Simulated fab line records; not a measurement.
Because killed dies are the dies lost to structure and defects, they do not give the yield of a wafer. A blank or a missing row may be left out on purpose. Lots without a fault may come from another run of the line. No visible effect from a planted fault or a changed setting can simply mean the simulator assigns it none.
fab line records	flow sfqLine
[record] lots = 7	wafers = 21	lastDay = 91
route steps=325 shown I0@47 M1@58 I1@73 M2@88 M8@325
lots untouched by any fault: they come from a run of this same line in which no faults occurred
startH: hours from the record's first day to the start of the lot's first wafer shown	waitH: hours from the lot's prior step to this one	" repeats the value in the row above	L1.1+2: a row that stands for several wafers	- value missing, or start not given	* or withheld: withheld	< > ~ a bound
route shown NAME@n: NAME is a module with steps in the file, n the number in the route of the first one	usual: mean/standard deviation of fault-free wafers	same: alike in all rows	chamber/n: place in a boat	sites: readings site by site	_std_site: how widely they spread, as a standard deviation	_edge_site: the outer-site mean with the inner-site mean subtracted	radiusMm: for every site, how far away it sits from the centre of the wafer	mask NAME#n: copy n	behind: the most recent tool/chamber to have shaped the wafer	hold: the reason the lot was held/the length of the hold in hours/how it ended	device: which transistor (n, p or np) failed to switch	end of line: tests run on the same wafers once the route is complete	for a step that has no rows: nothing shown but its recipe	killed: not the wafer's yield, but the dies lost to structure and defects at the first sort	map: per-die view of a wafer (x killed, . not killed, _ where there is no die)
set.NAME: setting as actually run; set.NAME@STEP: the setting as run at that earlier step	model.NAME: the simulator's own value behind a step, which no gauge read
lots seen at some steps along the route; tables by step, rows by wafer
services: from which hour (startH, from the record's first day; less than 0 if before it) a tool's chamber was out of use, for how many hours, and why
[[steps]]
[step SFQ_TRILAYER_I0_VIA_LITHO_COAT_036]
[recipe] resist = BARC	spinRpm = 3000	resistThkNm = 62
[step SFQ_TRILAYER_I0_VIA_LITHO_COAT_031]
[recipe] resist = KrF	spinRpm = 3000	resistThkNm = 650
[step SFQ_TRILAYER_I0_VIA_LITHO_SOFTBAKE_035]
[recipe] tempC = withheld	timeS = withheld	resist = KrF
[step SFQ_TRILAYER_I0_VIA_LITHO_EXPOSE_032]
[recipe] maskId = I0	na = 0.6	sourceShape = conventional	sigmaOuter = 0.65	targetCdNm = 500	doseMj = 21.3
[step SFQ_TRILAYER_I0_VIA_LITHO_PEB_034]
[recipe] pebTempC = 115	pebTimeS = 60	resist = KrF
[step SFQ_TRILAYER_I0_VIA_LITHO_DEVELOP_033]
[recipe] timeS = 60	resist = KrF
[step SFQ_I0_OVL_MEAS_908]
[usual] I0_OVL = -2/5.2
lot.wafer	tool	chamber	startH	waitH	I0_OVL[nm]
L520.3	overlay-02	-	278.33	0.1	1
L520.4	"	-	"	"	-8
L520.5	"	-	"	"	-6
L526.2	overlay-02	-	337.47	0.1	-11
L526.5	"	-	"	"	-16
L526.6	"	-	"	"	-9
L528.2	overlay-01	-	350.61	0.1	3
L528.4	"	-	"	"	-1
L528.5	"	-	"	"	-6
L529.2	overlay-01	-	356.61	0.1	1
L529.4	"	-	"	"	4
L529.5	"	-	"	"	2
L530.1	overlay-01	-	366.21	0.1	-1
L530.3	"	-	"	"	5
L530.4	"	-	"	"	1
L531.1	overlay-01	-	371.01	0.1	0
L531.4	"	-	"	"	5
L531.6	"	-	"	"	3
L532.1	overlay-02	-	379.41	0.1	-4
L532.4	"	-	"	"	-8
L532.5	"	-	"	"	-12
[step SFQ_TRILAYER_I0_VIA_BARC_OPEN_VIA_ETCH_046]
[recipe] maskMaterial = PR	chemistry = O2	targetDepthNm = 125	target = BARC	sourceW = 500	biasW = 80	pressureMtorr = 30	timeS = 41.7
[step SFQ_TRILAYER_I0_VIA_ETCH_VIA_ETCH_034]
[recipe] target = SiO2	stopOn = Nb	maskMaterial = PR	taperDeg = 20	chemistry = CHF3	targetDepthNm = 260	sourceW = 500	biasW = 80	pressureMtorr = 30	timeS = withheld
[usual] drypumpMotorCurrentA = 5.6/0.53	oesProductAu = 0.854/0.0048
lot.wafer	tool	chamber	startH	waitH	drypumpMotorCurrentA	oesProductAu
L520.3	rieDiel-03	0	278.39	0.0	4.8	0.845
L520.4	"	2	"	"	5.6	0.853
L520.5	"	0	"	"	4.8	0.849
L526.2	rieDiel-03	0	337.54	0.0	4.8	0.851
L526.5	"	3	"	"	4.9	0.852
L526.6	"	0	"	"	4.8	0.856
L528.2	rieDiel-03	0	350.68	0.0	4.8	0.846
L528.4	"	3	"	"	4.9	0.857
L528.5	"	3	"	"	4.9	0.852
L529.2	rieDiel-03	1	356.68	0.0	5.6	0.850
L529.4	"	0	"	"	4.8	0.856
L529.5	"	2	"	"	5.6	0.851
L530.1	rieDiel-03	0	366.28	0.0	4.8	0.849
L530.3	"	3	"	"	4.9	0.858
L530.4	"	1	"	"	5.6	0.860
L531.1	rieDiel-01	0	371.08	0.0	6.4	0.851
L531.4	"	3	"	"	5.8	0.854
L531.6	"	0	"	"	6.4	0.852
L532.1	rieDiel-01	2	379.48	0.0	5.8	0.855
L532.4	"	0	"	"	6.4	0.861
L532.5	"	2	"	"	5.8	0.858
[step SFQ_TRILAYER_I0_VIA_STRIP_STRIP_035]
[recipe] gas = O2	powerW = 200	platenTempC = 40	overashFraction = 0.65	chemistry = O2	pressureMtorr = 50
[usual] drypumpMotorCurrentA = 5.3/0.44	oesProductAu = 1.002/0.009
lot.wafer	tool	chamber	startH	waitH	drypumpMotorCurrentA	oesProductAu	rfHoursCounterH
L520.3	rieMetal-03	1	278.71	-	4.9	0.991	-
L520.4	"	0	"	"	5.6	1.002	-
L520.5	"	0	"	"	5.6	1.001	-
L526.2	rieMetal-03	1	337.65	-	4.9	0.989	143
L526.5	"	0	"	"	5.6	0.996	-
L526.6	"	1	"	"	4.9	0.988	-
L528.2	rieMetal-02	1	350.80	-	4.8	0.999	42
L528.4	"	0	"	"	5.8	1.013	-
L528.5	"	0	"	"	5.8	1.004	-
L529.2	rieMetal-03	0	356.80	-	5.6	1.014	142
L529.4	"	1	"	"	4.9	1.013	-
L529.5	"	0	"	"	5.6	1.014	-
L530.1	rieMetal-03	0	366.40	-	5.7	1.010	143
L530.3	"	0	"	"	5.6	1.010	-
L530.4	"	1	"	"	4.9	1.009	-
L531.1	rieMetal-03	1	371.20	-	4.9	0.988	150
L531.4	"	0	"	"	5.7	0.999	-
L531.6	"	0	"	"	5.6	0.998	-
L532.1	rieMetal-02	1	379.60	-	4.8	1.004	47
L532.4	"	0	"	"	5.8	1.006	-
L532.5	"	0	"	"	5.8	1.007	-
[step SFQ_TRILAYER_I0_VIA_STRIP_SOLV_CLEAN_036]
[recipe] chemistry = NMP	tempC = 70	timeS = 600
[step SFQ_TRILAYER_M1_DEP_PRE_CLEAN_038]
[recipe] gas = Ar	timeS = 22.5	biasV = 250
[step SFQ_TRILAYER_M1_DEP_SPUTTER_037]
[recipe] material = Nb	basePressurePa = 1.33e-06	chamberPressurePa = 0.1333	substrateTempC = 20	resputterCathodeVoltageV = 400	targetThkNm = 200	powerW = 2000	timeS = 133.3
[usual] cathodeDcPowerW = 2000.0/0.37	throttleValvePct = 29.3/0.58
lot.wafer	tool	chamber	startH	waitH	cathodeDcPowerW	throttleValvePct	model.Nb_of_TRILAYER_M1_DEP_SPUTTER_037.thkNm
L520.3	pvdSputter-06	-	279.31	0.0	1999.5	29.9	196.8
L520.4	"	-	"	"	2000.1	29.3	199.7
L520.5	"	-	"	"	1999.8	30.1	197.7
L526.2	pvdSputter-03	-	338.63	0.0	2000.1	30.0	199.3
L526.5	"	-	"	"	2000.0	29.5	201.2
L526.6	"	-	"	"	1999.8	29.7	197.7
L528.2	pvdSputter-03	-	351.62	0.0	2230.6	29.5	222.1
L528.4	"	-	"	"	2231.2	29.2	223.2
L528.5	"	-	"	"	2230.1	29.6	221.4
L529.2	pvdSputter-04	-	357.60	0.0	1999.3	28.0	202.5
L529.4	"	-	"	"	1999.8	29.0	199.4
L529.5	"	-	"	"	2000.0	29.6	201.8
L530.1	pvdSputter-03	-	367.20	0.0	2231.0	29.7	225.1
L530.3	"	-	"	"	2230.2	28.8	225.4
L530.4	"	-	"	"	2230.3	29.6	222.9
L531.1	pvdSputter-06	-	372.00	0.0	2000.0	29.8	194.4
L531.4	"	-	"	"	2000.0	29.6	197
L531.6	"	-	"	"	2000.0	29.8	195.1
L532.1	pvdSputter-03	-	380.42	0.0	2231.2	29.2	218.9
L532.4	"	-	"	"	2230.5	29.6	218.4
L532.5	"	-	"	"	2231.0	29.7	221.7
[step SFQ_M1_RS_MEAS_909]
[recipe] thkMeasGauge = four-point-probe	reads = Nb_of_TRILAYER_M1_DEP_SPUTTER_037
[usual] M1_NB_RS = 0.893/0.01
lot.wafer	tool	chamber	startH	waitH	M1_NB_RS[ohm/sq]
L520.3	filmMetro-04	-	279.45	0.1	0.905
L520.4	"	-	"	"	0.892
L520.5	"	-	"	"	0.901
L526.2	filmMetro-01	-	338.74	0.1	0.893
L526.5	"	-	"	"	0.884
L526.6	"	-	"	"	0.899
L528.2	filmMetro-02	-	351.73	0.1	0.801
L528.4	"	-	"	"	0.797
L528.5	"	-	"	"	0.803
L529.2	filmMetro-01	-	357.71	0.1	0.879
L529.4	"	-	"	"	0.891
L529.5	"	-	"	"	0.882
L530.1	filmMetro-01	-	367.29	0.0	0.788
L530.3	"	-	"	"	0.788
L530.4	"	-	"	"	0.797
L531.1	filmMetro-02	-	372.09	0.0	0.917
L531.4	"	-	"	"	0.905
L531.6	"	-	"	"	0.913
L532.1	filmMetro-01	-	380.51	0.0	0.811
L532.4	"	-	"	"	0.813
L532.5	"	-	"	"	0.802
[step SFQ_TRILAYER_M1_LITHO_COAT_044]
[recipe] resist = BARC	spinRpm = 3000	resistThkNm = 62
[step SFQ_TRILAYER_M1_LITHO_COAT_039]
[recipe] resist = KrF	spinRpm = 3000	resistThkNm = 600
[step SFQ_TRILAYER_M1_LITHO_SOFTBAKE_043]
[recipe] tempC = withheld	timeS = withheld	resist = KrF
[step SFQ_TRILAYER_M1_LITHO_EXPOSE_040]
[recipe] maskId = M1	na = 0.6	sourceShape = conventional	sigmaOuter = 0.65	targetCdNm = 500	doseMj = 14.4
[step SFQ_TRILAYER_M1_LITHO_PEB_042]
[recipe] pebTempC = 115	pebTimeS = 60	resist = KrF
[step SFQ_TRILAYER_M1_LITHO_DEVELOP_041]
[recipe] timeS = 60	resist = KrF
[step SFQ_M1_OVL_MEAS_911]
[usual] M1_OVL = -1/5
lot.wafer	tool	chamber	startH	waitH	M1_OVL[nm]
L520.3	overlay-01	-	303.51	0.1	-4
L520.4	"	-	"	"	2
L520.5	"	-	"	"	-4
L526.2	overlay-01	-	352.91	0.1	-5
L526.5	"	-	"	"	0
L526.6	"	-	"	"	-1
L528.2	overlay-01	-	368.81	0.1	-2
L528.4	"	-	"	"	-3
L528.5	"	-	"	"	4
L529.2	overlay-01	-	376.01	0.1	-6
L529.4	"	-	"	"	-7
L529.5	"	-	"	"	2
L530.1	overlay-02	-	388.11	0.1	4
L530.3	"	-	"	"	-7
L530.4	"	-	"	"	-1
L531.1	overlay-01	-	390.51	0.1	-3
L531.4	"	-	"	"	-2
L531.6	"	-	"	"	0
L532.1	overlay-01	-	398.91	0.1	-8
L532.4	"	-	"	"	-13
L532.5	"	-	"	"	-6
[step SFQ_TRILAYER_M1_BARC_OPEN_METAL_ETCH_054]
[recipe] maskMaterial = PR	chemistry = O2	targetDepthNm = 125	target = BARC	icpW = 600	biasW = 80	pressureMtorr = 10	timeS = 41.7
[step SFQ_TRILAYER_M1_ETCH_METAL_ETCH_042]
[recipe] target = Nb	stopOn = SiO2	maskMaterial = PR	chemistry = Cl2/Ar	targetDepthNm = 240	icpW = 600	biasW = 80	pressureMtorr = 10	timeS = 120
[usual] drypumpMotorCurrentA = 5.5/0.54	oesProductAu = 0.892/0.0065
lot.wafer	tool	chamber	startH	waitH	drypumpMotorCurrentA	oesProductAu	rfHoursCounterH
L520.3	rieMetal-02	0	303.63	0.1	5.8	0.881	-
L520.4	"	1	"	"	4.8	0.895	-
L520.5	"	0	"	"	5.8	0.893	-
L526.2	rieMetal-04	1	353.00	0.0	6.2	0.889	25
L526.5	"	1	"	"	6.2	0.897	-
L526.6	"	0	"	"	5.0	0.889	-
L528.2	rieMetal-02	1	368.90	0.0	4.8	0.946	45
L528.4	"	1	"	"	4.8	0.953	-
L528.5	"	1	"	"	4.8	0.950	-
L529.2	rieMetal-01	0	376.10	0.0	5.8	0.898	71
L529.4	"	1	"	"	5.0	0.893	-
L529.5	"	1	"	"	5.0	0.892	-
L530.1	rieMetal-02	1	388.40	0.0	4.8	0.965	48
L530.3	"	1	"	"	4.8	0.963	-
L530.4	"	0	"	"	5.8	0.950	-
L531.1	rieMetal-02	1	390.60	0.0	4.8	0.886	49
L531.4	"	1	"	"	4.8	0.887	-
L531.6	"	1	"	"	4.8	0.878	-
L532.1	rieMetal-04	1	399.00	0.0	6.2	0.949	32
L532.4	"	0	"	"	5.0	0.941	-
L532.5	"	1	"	"	6.2	0.950	-
[step SFQ_TRILAYER_M1_STRIP_STRIP_043]
[recipe] gas = O2	powerW = 200	platenTempC = 40	overashFraction = 0.65	chemistry = O2	pressureMtorr = 50
[step SFQ_TRILAYER_M1_STRIP_SOLV_CLEAN_044]
[recipe] chemistry = NMP	tempC = 70	timeS = 600
[step SFQ_TRILAYER_I1_DEP_PECVD_045]
[recipe] material = SiO2	tempC = 150	timeS = 111.11	pressureTorr = 2.4	rfW = 183.3	precursor = SiH4/N2O	targetThkNm = 500
[usual] chamberPressureTorr = 2.400/0.005	heaterPowerW = 86/9.1	throttleValvePct = 24.1/1.3
lot.wafer	tool	chamber	startH	waitH	chamberPressureTorr	heaterPowerW	throttleValvePct
L520.3	pecvd-04	2	304.49	0.0	2.399	90	22.2
L520.4	"	1	"	"	2.406	80	22.2
L520.5	"	2	"	"	2.399	98	21.9
L526.2	pecvd-02	1	353.90	0.0	2.397	86	24.3
L526.5	"	2	"	"	2.399	89	24.5
L526.6	"	1	"	"	2.399	88	24.2
L528.2	pecvd-01	1	369.80	0.0	2.401	89	24.3
L528.4	"	1	"	"	2.400	89	24.5
L528.5	"	0	"	"	2.407	82	26.9
L529.2	pecvd-02	2	377.02	0.0	2.396	89	24.5
L529.4	"	1	"	"	2.406	92	24.5
L529.5	"	2	"	"	2.403	93	24.4
L530.1	pecvd-01	2	389.33	0.0	2.403	95	23.5
L530.3	"	0	"	"	2.403	77	27.3
L530.4	"	0	"	"	2.401	79	27.0
L531.1	pecvd-04	1	391.50	0.0	2.395	80	22.3
L531.4	"	2	"	"	2.394	95	22.2
L531.6	"	1	"	"	2.392	70	22.5
L532.1	pecvd-04	1	399.90	0.0	2.399	75	22.4
L532.4	"	1	"	"	2.396	79	22.8
L532.5	"	0	"	"	2.394	85	24.4
[step SFQ_TRILAYER_I1_CMP_CMP_046]
[recipe] material = SiO2	downForcePsi = 3	platenRpm = 60	padVelocityMS = 0.94248
[usual] motorCurrentA = 10.2/1.4	timeToEndpointS = 217/7.4
lot.wafer	tool	chamber	startH	waitH	motorCurrentA	timeToEndpointS
L520.3	cmp-01	2	314.67	10.1	9.8	216
L520.4	"	0	315.67	11.1	12.3	215
L520.5	"	2	316.67	12.1	9.7	220
L526.2	cmp-01	1	355.58	1.6	7.6	221
L526.6	"	1	357.58	3.6	7.5	228
L526.5	"	2	"	"	10.3	210
L528.4	cmp-01	3	371.86	2.0	10.7	217
L528.2	"	0	"	"	12.0	210
L528.5	"	3	373.86	4.0	10.4	209
L529.4	cmp-01	1	377.48	0.4	7.6	235
L529.2	"	0	378.98	1.9	12.5	204
L529.5	"	2	379.98	2.9	10.0	221
L530.4	cmp-02	1	389.91	0.5	10.1	215
L530.1	"	2	"	"	11.4	229
L530.3	"	3	"	"	8.9	215
L531.1	cmp-01	1	393.00	1.5	7.6	226
L531.4	"	2	"	"	10.7	223
L531.6	"	3	"	"	11.2	218
L532.4	cmp-02	1	402.87	2.9	10.3	217
L532.1	"	2	"	"	11.5	231
L532.5	"	1	404.87	4.9	9.8	223
[step SFQ_I1_BOW_MEAS_912]
[recipe] mode = bow
[usual] I1_BOW = 2/7.2
lot.wafer	tool	chamber	startH	waitH	I1_BOW[um]
L520.3	filmMetro-03	-	317.21	2.0	11
L520.4	"	-	"	"	7
L520.5	"	-	"	"	13
L526.2	filmMetro-03	-	358.60	2.5	6
L526.5	"	-	"	"	-7
L526.6	"	-	"	"	1
L528.2	filmMetro-03	-	374.38	1.5	-4
L528.4	"	-	"	"	-3
L528.5	"	-	"	"	-9
L529.2	filmMetro-03	-	380.50	1.0	3
L529.4	"	-	"	"	10
L529.5	"	-	"	"	11
L530.1	filmMetro-03	-	392.41	1.5	8
L530.3	"	-	"	"	10
L530.4	"	-	"	"	18
L531.1	filmMetro-02	-	395.00	1.5	3
L531.4	"	-	"	"	-2
L531.6	"	-	"	"	-5
L532.1	filmMetro-03	-	405.87	2.0	3
L532.4	"	-	"	"	3
L532.5	"	-	"	"	6
[step SFQ_TRILAYER_I1_METRO_MEASURE_047]
[usual] thkNm = 200.0/1
lot.wafer	tool	chamber	startH	waitH	thkNm
L520.3	filmMetro-03	-	317.69	0.5	199.9
L520.4	"	-	"	"	199.1
L520.5	"	-	"	"	199.9
L526.2	filmMetro-03	-	358.90	0.3	199.9
L526.5	"	-	"	"	198.1
L526.6	"	-	"	"	200.5
L528.2	filmMetro-03	-	374.68	0.3	199.8
L528.4	"	-	"	"	199.8
L528.5	"	-	"	"	199.7
L529.2	filmMetro-03	-	380.80	0.3	199.3
L529.4	"	-	"	"	200.4
L529.5	"	-	"	"	199.9
L530.1	filmMetro-03	-	392.53	0.1	200.2
L530.3	"	-	"	"	199.6
L530.4	"	-	"	"	200.1
L531.1	filmMetro-02	-	395.12	0.1	200.1
L531.4	"	-	"	"	199.4
L531.6	"	-	"	"	199.2
L532.1	filmMetro-03	-	405.99	0.1	201.0
L532.4	"	-	"	"	200.2
L532.5	"	-	"	"	200.5
[step SFQ_TRILAYER_I1_VIA_LITHO_COAT_054]
[recipe] resist = BARC	spinRpm = 3000	resistThkNm = 62
[step SFQ_TRILAYER_I1_VIA_LITHO_COAT_049]
[recipe] resist = KrF	spinRpm = 3000	resistThkNm = 650
[step SFQ_TRILAYER_I1_VIA_LITHO_SOFTBAKE_053]
[recipe] tempC = withheld	timeS = withheld	resist = KrF
[step SFQ_TRILAYER_I1_VIA_LITHO_EXPOSE_050]
[recipe] maskId = I1	na = 0.6	sourceShape = conventional	sigmaOuter = 0.65	targetCdNm = 500	doseMj = 21.3
[step SFQ_TRILAYER_I1_VIA_LITHO_PEB_052]
[recipe] pebTempC = 115	pebTimeS = 60	resist = KrF
[step SFQ_TRILAYER_I1_VIA_LITHO_DEVELOP_051]
[recipe] timeS = 60	resist = KrF
[step SFQ_I1_OVL_MEAS_913]
[usual] I1_OVL = 0/5.4
lot.wafer	tool	chamber	startH	waitH	I1_OVL[nm]
L520.3	overlay-01	-	460.25	0.1	-3
L520.4	"	-	"	"	-6
L520.5	"	-	"	"	0
L526.2	overlay-01	-	512.81	0.1	-16
L526.5	"	-	"	"	-12
L526.6	"	-	"	"	-8
L528.2	overlay-02	-	527.21	0.1	0
L528.4	"	-	"	"	-5
L528.5	"	-	"	"	1
L529.2	overlay-01	-	534.41	0.1	-8
L529.4	"	-	"	"	-10
L529.5	"	-	"	"	-3
L530.1	overlay-02	-	541.18	0.1	-3
L530.3	"	-	"	"	1
L530.4	"	-	"	"	-5
L531.1	overlay-02	-	553.18	0.1	1
L531.4	"	-	"	"	2
L531.6	"	-	"	"	2
L532.1	overlay-01	-	566.48	0.1	4
L532.4	"	-	"	"	-1
L532.5	"	-	"	"	3
[step SFQ_TRILAYER_I1_VIA_BARC_OPEN_VIA_ETCH_071]
[recipe] maskMaterial = PR	chemistry = O2	targetDepthNm = 125	target = BARC	sourceW = 500	biasW = 80	pressureMtorr = 30	timeS = 41.7
[step SFQ_TRILAYER_I1_VIA_ETCH_VIA_ETCH_052]
[recipe] target = SiO2	stopOn = Nb	maskMaterial = PR	taperDeg = 20	chemistry = CHF3	targetDepthNm = 260	sourceW = 500	biasW = 80	pressureMtorr = 30	timeS = withheld
[step SFQ_TRILAYER_I1_VIA_STRIP_STRIP_053]
[recipe] gas = O2	powerW = 200	platenTempC = 40	overashFraction = 0.65	chemistry = O2	pressureMtorr = 50
[step SFQ_TRILAYER_I1_VIA_STRIP_SOLV_CLEAN_054]
[recipe] chemistry = NMP	tempC = 70	timeS = 600
[step SFQ_TRILAYER_M2_DEP_PRE_CLEAN_056]
[recipe] gas = Ar	timeS = 22.5	biasV = 250
[step SFQ_M8_BOW_MEAS_951]
[recipe] mode = bow
[usual] M8_BOW = 10/9.5
lot.wafer	tool	chamber	startH	waitH	M8_BOW[um]	model.etest.m1.ohmUm	model.etest.i0.linkOhm	model.etest.m1.ohmSq	model.etest.i1.linkOhm
L520.3	filmMetro-01	-	2030.56	0.0	20	1.799	1.989	0.904	1.981
L520.4	"	-	"	"	18	1.779	1.983	0.8908	1.96
L520.5	"	-	"	"	23	1.784	1.997	0.8998	1.978
L526.2	filmMetro-02	-	2138.88	0.0	27	1.78	1.965	0.8926	1.965
L526.5	"	-	"	"	15	1.759	1.971	0.8842	1.948
L526.6	"	-	"	"	23	1.803	1.987	0.8997	1.973
L528.2	filmMetro-03	-	2176.26	0.0	7	1.603	1.861	0.801	1.871
L528.4	"	-	"	"	8	1.601	1.861	0.7969	1.868
L528.5	"	-	"	"	2	1.613	1.859	0.8033	1.892
L529.2	filmMetro-01	-	2177.45	0.0	17	1.76	1.947	0.8785	1.946
L529.4	"	-	"	"	24	1.796	1.965	0.8919	1.968
L529.5	"	-	"	"	23	1.77	1.948	0.8815	1.955
L530.1	filmMetro-02	-	2178.64	0.0	15	1.586	1.837	0.7901	1.876
L530.3	"	-	"	"	19	1.579	1.833	0.7891	1.854
L530.4	"	-	"	"	25	1.6	1.851	0.7978	1.874
L531.1	filmMetro-03	-	2179.83	0.0	3	1.828	1.994	0.9149	2.01
L531.4	"	-	"	"	-2	1.809	1.978	0.9027	1.989
L531.6	"	-	"	"	-5	1.826	2	0.9117	1.994
L532.1	filmMetro-01	-	2181.03	0.0	6	1.625	1.856	0.8125	1.872
L532.4	"	-	"	"	6	1.635	1.879	0.8145	1.884
L532.5	"	-	"	"	11	1.611	1.843	0.8023	1.864
[[services]]
tool	chamber	startH	hours	kind
cmp-02	-	258.79	6.4	pm
cmp-01	-	267.60	7.6	pm
pvdSputter-03	-	268.28	26.4	repair
cmp-02	-	274.08	1.0	repair
cmp-02	-	274.16	0.5	repair
cmp-01	-	278.40	0.3	repair
rieMetal-02	-	284.22	1.9	repair
pecvd-01	-	285.89	2.9	repair
pvdSputter-06	-	287.36	22.1	repair
pvdSputter-03	-	289.70	2.4	repair
rieDiel-03	2	293.35	8.2	repair
filmMetro-03	-	298.25	4.5	repair
rieMetal-03	1	313.36	6.5	repair
pecvd-04	0	314.27	8.1	repair
filmMetro-03	-	322.21	0.8	pm
cmp-01	-	323.24	0.9	repair
cmp-01	-	328.69	2.9	repair
rieMetal-02	-	332.29	15.6	pm
rieDiel-01	3	336.78	4.2	repair
pecvd-04	-	344.88	2.8	pm
cmp-02	-	367.25	0.7	repair
rieMetal-02	-	380.20	2.8	pm
rieMetal-03	1	390.97	9.3	repair
pecvd-04	-	406.33	4.8	repair
[[key]]
[firstSign] step = SFQ_TRILAYER_M1_DEP_SPUTTER_037	reading = cathodeDcPowerW	direction = up	sigmas = 99+	usual = 2000.0	struck = 2230.7
[effect] step = SFQ_M1_RS_MEAS_909	reading = M1_NB_RS	direction = down	sigmas = 9.3	usual = 0.893	struck = 0.800
[effect] step = SFQ_TRILAYER_M1_ETCH_METAL_ETCH_042	reading = oesProductAu	direction = up	sigmas = 9.1	usual = 0.892	struck = 0.952
[modelEffect] step = SFQ_TRILAYER_M1_DEP_SPUTTER_037	value = Nb_of_TRILAYER_M1_DEP_SPUTTER_037.thkNm	without = 199.1	struck = 222.1
[modelEffect] step = SFQ_M8_BOW_MEAS_951	value = etest.m1.ohmUm	without = 1.792	struck = 1.606
metAt SFQ_TRILAYER_M1_DEP_SPUTTER_037
struckWafers L528.2,L528.4,L528.5,L530.1,L530.3,L530.4,L532.1,L532.4,L532.5
onsetBetween 338.63 351.62
[fault] kind = processParameterDrift	tool = pvdSputter-03	chamber = -	onsetH = 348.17	steps = SFQ_TRILAYER_M1_DEP_SPUTTER_037	channel = powerW	offset = 230.69	shape = step	endH = 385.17	actsIn = theseRecipesOnly	stated = 2000
